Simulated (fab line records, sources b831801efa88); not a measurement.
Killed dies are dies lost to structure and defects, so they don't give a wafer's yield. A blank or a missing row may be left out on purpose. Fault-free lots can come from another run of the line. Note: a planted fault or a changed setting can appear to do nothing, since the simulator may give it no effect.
A struck lot beside a sound one | flow gf180mcu | 19 steps out of a route of 602
Sound: the wafers L498.1, L498.2, L498.5. Struck: wafer L504.1. (L504.4, L504.5 of the same lot were not struck and are left out.) The cause comes at the end.
At each step with rows: each side's tool, then ch and its chambers, then its first start. Under that, the readings that differ: sound wafers | struck wafers | difference of the means | sigmas: that difference in standard deviations of wafers without a fault.
alike: a reading whose means differ by less than 2 such deviations, as well as words and numbers matching on both sides. not compared: withheld readings; readings where some wafer has no value; bounds like >300 that might hide an equal value; numbers whose values overlap and for which the record gives no deviation.
The two part at a step that has a row with sigmas, a row that says differs or no value, or rows on one side only. Numbers that have no deviation but don't overlap get no sigmas and don't part them. A reading missing from all wafers of one side parts the sides only when that side holds two or more wafers.

GF_M1_STRIP_17: strips in O2/N2.
  sound on plasmaAsher-04 ch 0,1, day 17 12:36; struck on plasmaAsher-01 ch 1, day 19 14:36
  alike: drypumpMotorCurrentA, heaterPowerW, oesProductAu, stripTimeToEndpointS
  not compared: rfHoursCounterH
then, 3 steps without rows for these wafers: GF_M1_STRIP_18 (strips in post etch residue remover, time 1200 s); GF_M1_CLEAN_19 (cleans in DIW); GF_V1_CVD_00 (deposits SiO2, target thk 600 nm, time 100 s).
GF_V1_THK_MEAS_01:
  sound on filmMetro-02 at day 17 13:13; struck on filmMetro-02 at day 19 15:37
  alike: V1_CVD_00_THK
GF_V1_CVD_02: deposits SiO2 from TEOS, target thk 850 nm, time 94.851 s.
  sound on pecvd-01 ch 1,2, day 17 13:16; struck on pecvd-01 ch 2, day 19 15:40
  alike: heaterPowerW
  not compared: sinceWetCleanH
GF_V1_THK_MEAS_03:
  sound on filmMetro-02 at day 17 13:20; struck on filmMetro-04 at day 19 15:44
  alike: V1_CVD_02_THK
GF_V1_CMP_04: polishes SiO2.
  sound on cmp-01 ch 1,2, day 17 13:24; struck on cmp-01 ch 1, day 19 15:51
  alike: motorCurrentA, timeToEndpointS
GF_V1_BOW_MEAS_05:
  sound on filmMetro-02 at day 17 13:42; struck on filmMetro-02 at day 19 16:06
  alike: V1_BOW
then, 3 steps without rows for these wafers: GF_V1_DEHYDRATE_06 (time 60 s); GF_V1_HMDS_07 (prime time 60 s); GF_V1_COAT_08.
GF_V1_COAT_09: resist thk 1000 nm.
  sound on lithoTrack-01 ch 0, day 18 01:00; struck on lithoTrack-04 ch 0, day 20 03:00
reading                            | sound         | struck | difference | sigmas
model.KrF_of_V1_COAT_09.thkNm (nm) | 999 1003 1004 | 1013   | +11        | 
  alike: chillPlateTempC
then, 3 steps without rows for these wafers: GF_V1_SOFTBAKE_10 (time 60 s); GF_V1_EXPOSE_11 (exposes mask Via1, target cd 260 nm); GF_V1_PEB_12 (peb time 90 s).
GF_V1_DEVELOP_13: develop time 60 s.
  sound on lithoTrack-04 ch 0, day 18 13:09; struck on lithoTrack-02 ch 0, day 20 16:17
reading                            | sound             | struck | difference | sigmas
model.KrF_of_V1_COAT_09.thkNm (nm) | 984.1 987.9 989.1 | 998.1  | +11.1      | 
  alike: chillPlateTempC
GF_V1_CD_MEAS_14: target cd 260 nm.
  sound on cdSem-01 at day 18 13:18; struck on cdSem-02 at day 20 16:26
reading   | sound             | struck | difference | sigmas
cdNm (nm) | 257.2 256.6 255.7 | 259.6  | +3.1       | +3
GF_PASSIVATION_PROBE_99:
  rows exist in the record for the sound wafers here (prober-01, day 29 09:14), none for the struck ones

WHERE THEY PART
First at GF_V1_CD_MEAS_14; last, within this record, at GF_PASSIVATION_PROBE_99.

WHY: the cause the simulator had injected
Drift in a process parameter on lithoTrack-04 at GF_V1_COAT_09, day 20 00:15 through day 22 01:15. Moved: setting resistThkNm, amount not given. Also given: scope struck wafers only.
